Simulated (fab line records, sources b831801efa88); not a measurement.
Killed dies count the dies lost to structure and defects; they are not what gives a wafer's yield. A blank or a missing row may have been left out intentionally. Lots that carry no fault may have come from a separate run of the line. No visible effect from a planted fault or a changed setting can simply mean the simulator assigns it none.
Struck lot and sound lot, side by side ; flow gf180mcu ; 20 steps out of a route of 602
Sound: these wafers, L849.2, L849.3, L849.4. Wafers struck: L854.1, L854.4, L854.6. At the end, the cause is stated.
Each step with rows lists, per side, the tool, then ch with its chambers, then its first start. Under that, the readings that differ: sound wafers ; struck wafers ; difference of the means ; sigmas: that difference in standard deviations of wafers without a fault.
alike: a reading whose means differ by less than 2 such deviations, as well as words and numbers matching on both sides. not compared: withheld readings; readings where some wafer has no value; bounds like >300 that might hide an equal value; numbers whose values overlap and for which the record gives no deviation.
A row with sigmas, a row that says differs or no value, or rows on one side alone: a step with any of these is where the two part. Numbers that have no deviation but don't overlap get no sigmas and don't part them. A reading missing from all wafers of one side parts the sides only when that side holds two or more wafers.

first, 1 step without rows for these wafers: GF_NSD_IMPLANT_10.
GF_NSD_STRIP_11: strips in O2/N2.
  sound on plasma-asher-02 ch 0,1, day 17 04:46; struck on plasma-asher-02 ch 0,1, day 18 17:13
  alike: drypump-motor-current-A, heater-power-w, oes-product-au, platen-temp-c, strip-time-to-endpoint-s
  not compared: rf-hours-counter-h
GF_NSD_TW_MEAS_12:
  sound on film-metro-04, day 17 04:52; struck on film-metro-03, day 18 17:19
  alike: NSD_TW
then, 7 steps without rows for these wafers: GF_PSD_DEHYDRATE_00 (time 60 s); GF_PSD_HMDS_01 (prime time 60 s); GF_PSD_COAT_02 (resist thk 1000 nm); GF_PSD_SOFTBAKE_03 (time 60 s); GF_PSD_EXPOSE_04 (exposes mask Pplus, target cd 400 nm); GF_PSD_PEB_05; GF_PSD_DEVELOP_06 (develop time 60 s).
GF_PSD_CD_MEAS_07: target cd 400 nm.
  sound on cd-sem-01, day 18 03:01; struck on cd-sem-01, day 19 16:15
  alike: cd-nm
GF_PSD_OVL_MEAS_08:
  sound on overlay-02, day 18 03:08; struck on overlay-01, day 19 16:22
  alike: PSD_OVL
GF_PSD_IMPLANT_09:
  sound on implanter-04 ch 0, day 18 03:11; struck on implanter-04 ch 0, day 19 16:25
reading;sound;struck;difference;sigmas
implant-ion-amu;49 49 49;75 75 75;+26;
model.implant.drp-nm (nm);15.87 15.87 15.87;11.92 11.92 11.92;-3.95;
model.implant.rp-nm (nm);29.99 29.99 29.99;27.31 27.31 27.31;-2.68;
  alike: beam-energy-keV, faraday-current-uA
GF_PSD_STRIP_10: strips in O2/N2.
  sound on plasma-asher-01 ch 0,1, day 18 03:19; struck on plasma-asher-03 ch 1, day 19 16:34
reading;sound;struck;difference;sigmas
oes-product-au (a.u.);0.606 0.604 0.591;0.589 0.596 0.585;-0.010;-2
strip-time-to-endpoint-s (s);16.52 16.50 16.50;16.65 16.61 16.61;+0.12;+3
  alike: drypump-motor-current-A, heater-power-w, platen-temp-c
  not compared: rf-hours-counter-h
GF_PSD_TW_MEAS_11:
  sound on film-metro-02, day 18 03:25; struck on film-metro-04, day 19 16:40
reading;sound;struck;difference;sigmas
PSD_TW;3206 3183 3209;3748 3770 3776;+565;+22
then, 1 step without rows for these wafers: GF_PSD_CLEAN_12 (cleans in SC1/SC2, time 150 s).
GF_PSD_RTA_13: time 20 s.
  sound on rtp-anneal-02 ch 0, day 18 03:33; struck on rtp-anneal-01 ch 0, day 19 16:46
  alike: lamp-power-pct, wafer_temp_C_max
GF_PSD_RS_MEAS_14: measures by four-point-probe.
  sound on film-metro-02, day 18 03:43; struck on film-metro-03, day 19 16:52
  alike: NSD_RS
GF_PSD_RS_MEAS_15: measures by four-point-probe.
  sound on film-metro-02, day 18 03:50; struck on film-metro-03, day 19 16:59
reading;sound;struck;difference;sigmas
PSD_RS (ohm/sq);108.48 108.99 108.34;52.20 52.27 52.31;-56.34;-99 or more
GF_SAB_CVD_00: deposits SiO2 from TEOS, target thk 50 nm, time 4.9302 s.
  sound on pecvd-04 ch 0,1,2, day 18 03:56; struck on pecvd-03 ch 0,1,2, day 19 17:06
  alike: heater-power-w, rf-fwd-power-W
  not compared: since-wet-clean-h

== WHERE THEY PART ==
Last at GF_PSD_RS_MEAS_15 as far as this record goes, first at GF_PSD_STRIP_10. Later steps at which nothing parts them and some readings are alike: GF_SAB_CVD_00.

WHY: whatever the simulator had introduced
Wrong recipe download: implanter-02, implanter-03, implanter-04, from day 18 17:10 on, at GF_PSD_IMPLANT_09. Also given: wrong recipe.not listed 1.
